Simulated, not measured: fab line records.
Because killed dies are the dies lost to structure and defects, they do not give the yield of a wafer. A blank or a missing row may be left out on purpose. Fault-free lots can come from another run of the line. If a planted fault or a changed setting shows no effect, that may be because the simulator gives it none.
Problem report, 8D (eight disciplines) form, completed by code ; flow gf180mcu ; the parts of the form that need people (team, actions taken, sign-off) are left out

1. PROBLEM STATEMENT
Across 2 wafers from 2 lots, V1_CVD_02_THK at GF_V1_THK_MEAS_03 averages 665 nm, while fault-free wafers read 843 nm with a standard deviation of 12. Measured from the usual mean, that is -15 standard deviations.
First seen on wafer L968.2, day 21 05:31, on film-metro-02. At this step, 36 wafers from 12 lots have a number in the record. The rule behind "out" and "out of limits": a value lying over 4 standard deviations away from the usual mean. All remaining wafers that have a number are taken as sound.

2. WHAT IT IS, AND WHAT IT ISN'T
question;is;is not
which readings at this step;V1_CVD_02_THK;-
which lots;L968, L969;L960, L962, L967, L970, L971, L972, L976, L978, L979, L980
which wafers of those lots;L968.2, L969.2;L968.3, L968.5, L969.3, L969.5
read on which gauges;film-metro-01, film-metro-02;film-metro-04
when;from day 21 05:31;"up to then (11 sound wafers); but 23 sound wafers of L969, L970, L971, L972, L976, L978, L979, L980 came after"

3. SUSPECTS, AND WHAT RULES EACH OUT
Counting: if a tool at a process step up to the reading ran every lot that is out, it stays a suspect. Sound lots after the first of them don't rule it out here, since some wafers of a struck lot are sound.
- the gauge at GF_V1_THK_MEAS_03 has been ruled out. The wafers that are out were read on 2 gauges (film-metro-01, film-metro-02).
- cmp-01 at GF_CONTACT_CMP_04 (polishes SiO2): kept. It processed each lot that is out (first: L968, day 19 02:10); up to then, its last sound lot is L967 (day 18 21:07).
- cvd-w-02 at GF_CONTACT_CVD_24 (deposits W, target thk 300 nm, time 90.339 s): kept. It processed each lot that is out (first: L968, day 20 03:31); up to then, its last sound lot is L967 (day 19 22:33).
- pecvd-03 at GF_V1_CVD_02 (deposits SiO2 from TEOS, target thk 850 nm, time 94.851 s): kept. It processed each lot that is out (first: L968, day 21 05:26); up to then, its last sound lot is L967 (day 21 01:11).
The count leaves cmp-01 at GF_CONTACT_CMP_04, cvd-w-02 at GF_CONTACT_CVD_24, and pecvd-03 at GF_V1_CVD_02.

4. THE CAUSE (what the simulator had put in)
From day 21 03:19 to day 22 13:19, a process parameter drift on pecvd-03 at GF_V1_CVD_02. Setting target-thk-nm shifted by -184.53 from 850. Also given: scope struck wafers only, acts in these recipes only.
Counting leaves 3 suspects; this tool is one of them.

5. THE CHAIN OF EFFECTS, in route order
Each row: a reading where the mean over the struck wafers with a number is more than 3 standard deviations away from the usual. Scope: only readings with a usual standard deviation given in the record; hours: median across lots of the time from each lot's start at the first step in this table that gives one to its start at this step; sigmas: change in usual standard deviations.
hours;step;reading;usual;on struck wafers;change;sigmas
0;GF_V1_THK_MEAS_03;V1_CVD_02_THK;843 nm;665;-178;-15
0;GF_V1_CMP_04;time-to-endpoint-s;79 s;13;-66;-9.9
Here are the process steps it includes:
- GF_V1_CMP_04: polishes SiO2.

6. WHAT WOULD HAVE CAUGHT IT SOONER
The first out-of-limits reading at a measuring or inspecting step in this record came at day 21 05:31, 2 hours after the fault's start at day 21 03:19.
Of the tool readings at GF_V1_CVD_02 for which the record gives a usual standard deviation, none was out on any struck wafer, so an alarm limit of 4 standard deviations on them would not have fired.
Lots out: 2; of these, L969 started GF_V1_CVD_02 on pecvd-03 after day 21 05:31. A hold on the tool at that time would have spared it.
